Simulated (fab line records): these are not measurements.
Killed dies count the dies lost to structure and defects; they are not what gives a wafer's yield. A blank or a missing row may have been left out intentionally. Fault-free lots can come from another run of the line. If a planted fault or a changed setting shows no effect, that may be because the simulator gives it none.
Which tool did it? | flow gf180mcu | 18 wafers from 6 lots sampled at 2 of the route's 602 steps

== WHAT THE GAUGES SHOWED, per wafer ==
GF_CONTACT_RS_MEAS_25: the measuring method here is four-point-probe.
lot  | measured     | on            | CONTACT_W_RS (ohm/sq)
L595 | day 17 13:24 | film-metro-04 | 0.377 0.378 0.382
L599 | day 19 09:28 | film-metro-04 | 0.374 1.079 0.377
L607 | day 22 01:11 | film-metro-04 | 0.382 0.378 0.385
L609 | day 22 14:25 | film-metro-03 | 0.379 0.390 0.387
L611 | day 23 03:39 | film-metro-01 | 0.375 0.381 0.379
L614 | day 24 05:22 | film-metro-01 | 0.373 0.383 0.379

== WHICH TOOL RAN EACH LOT (tool, then ch and the chambers of the sampled wafers, then the start) ==
lot  | GF_CONTACT_CVD_24
L595 | cvd-w-02 ch 1, day 17 13:17
L599 | cvd-w-02 ch 1, day 19 09:22
L607 | cvd-w-01 ch 0,1, day 22 01:04
L609 | cvd-w-02 ch 0,1, day 22 14:19
L611 | cvd-w-02 ch 0,1, day 23 03:32
L614 | cvd-w-02 ch 0,1, day 24 05:16
- GF_CONTACT_CVD_24: deposits W, target thk 300 nm, time 90.339 s.

== THE ANSWER, worked out from the rows above alone ==
Rule: the lots themselves supply what counts as usual. Put in order of their means at a reading, lots are off if they are a third of the lots or fewer, leave a main group of 4 or more, and stand apart from it by a gap of 3 or more times the standard deviation of the main group's means; of several such gaps the widest counts. A main group whose means are all the same, to the digits that the tables above print for the reading, isn't used. A lot without any number at a reading at which 4 lots or more have one is off too. Where the step has rows for the other lots, those lots are counted as sound.
Off: at GF_CONTACT_RS_MEAS_25 (CONTACT_W_RS), L599. Main group: mean 0.381 ohm/sq, sd 0.0027.
If a tool, at a process step before that reading, ran all the lots that are off and no sound lot after the first of them, it fits. Those tools and the gauges at GF_CONTACT_RS_MEAS_25 are tried in the same way. Of those tried, none fits.

== WHAT HAD BEEN PUT IN BY THE SIMULATOR ==
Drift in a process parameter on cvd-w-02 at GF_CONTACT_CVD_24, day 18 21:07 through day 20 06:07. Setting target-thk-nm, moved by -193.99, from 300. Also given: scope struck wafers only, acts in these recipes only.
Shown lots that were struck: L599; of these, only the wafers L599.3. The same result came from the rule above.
